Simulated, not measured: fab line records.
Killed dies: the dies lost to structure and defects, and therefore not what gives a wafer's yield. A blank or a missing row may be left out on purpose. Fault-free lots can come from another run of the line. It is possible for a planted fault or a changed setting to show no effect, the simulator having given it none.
Which of the tools did it? ; flow sky130 ; route of 708 steps, sampled at 1 step: 11 lots, 33 wafers

WHAT THE GAUGES SHOWED, per wafer
SKY_VIA4_OVL_MEAS_11.
lot;measured;on;VIA4_OVL (nm)
L460;day 44 20:09;overlay-01;0.2 -0.1 -0.1
L461;day 44 23:13;overlay-01;-0.7 1.3 -0.1
L462;day 45 03:20;overlay-02;1.1 0.7 1.5
L464;day 46 04:46;overlay-02;1.8 1.1 2.5
L465;day 46 10:52;overlay-01;0.7 -0.5 0.7
L468;day 46 17:36;overlay-01;-2.2 -1.5 -3.5
L471;day 47 08:42;overlay-02;-0.2 -0.6 -0.7
L472;day 47 13:52;overlay-02;0.3 1.5 -0.2
L473;day 48 03:33;overlay-01;-1.0 2.5 -0.4
L474;day 48 05:22;overlay-02;1.1 1.3 0.9
L475;day 48 09:38;overlay-01;1.1 2.3 2.4

EACH LOT AND THE TOOL THAT RAN IT (in order: tool; ch and the chambers of the sampled wafers; start)
The record shows no process step preceding these readings.

THE ANSWER, worked out from the rows above alone
Rule: what is usual is taken from the lots themselves. Put in order of their means at a reading, lots are off if they are a third of the lots or fewer, leave a main group of 4 or more, and stand apart from it by a gap of 3 or more times the standard deviation of the main group's means; of several such gaps the widest counts. A main group is skipped when, at the precision printed for the reading in the tables above, its means are all equal. A lot without any number at a reading at which 4 lots or more have one is off too. Where the step has rows for the other lots, those lots are counted as sound.
None of the lots is off at any reading shown; this tells nothing.

WHAT WAS PUT IN BY THE SIMULATOR
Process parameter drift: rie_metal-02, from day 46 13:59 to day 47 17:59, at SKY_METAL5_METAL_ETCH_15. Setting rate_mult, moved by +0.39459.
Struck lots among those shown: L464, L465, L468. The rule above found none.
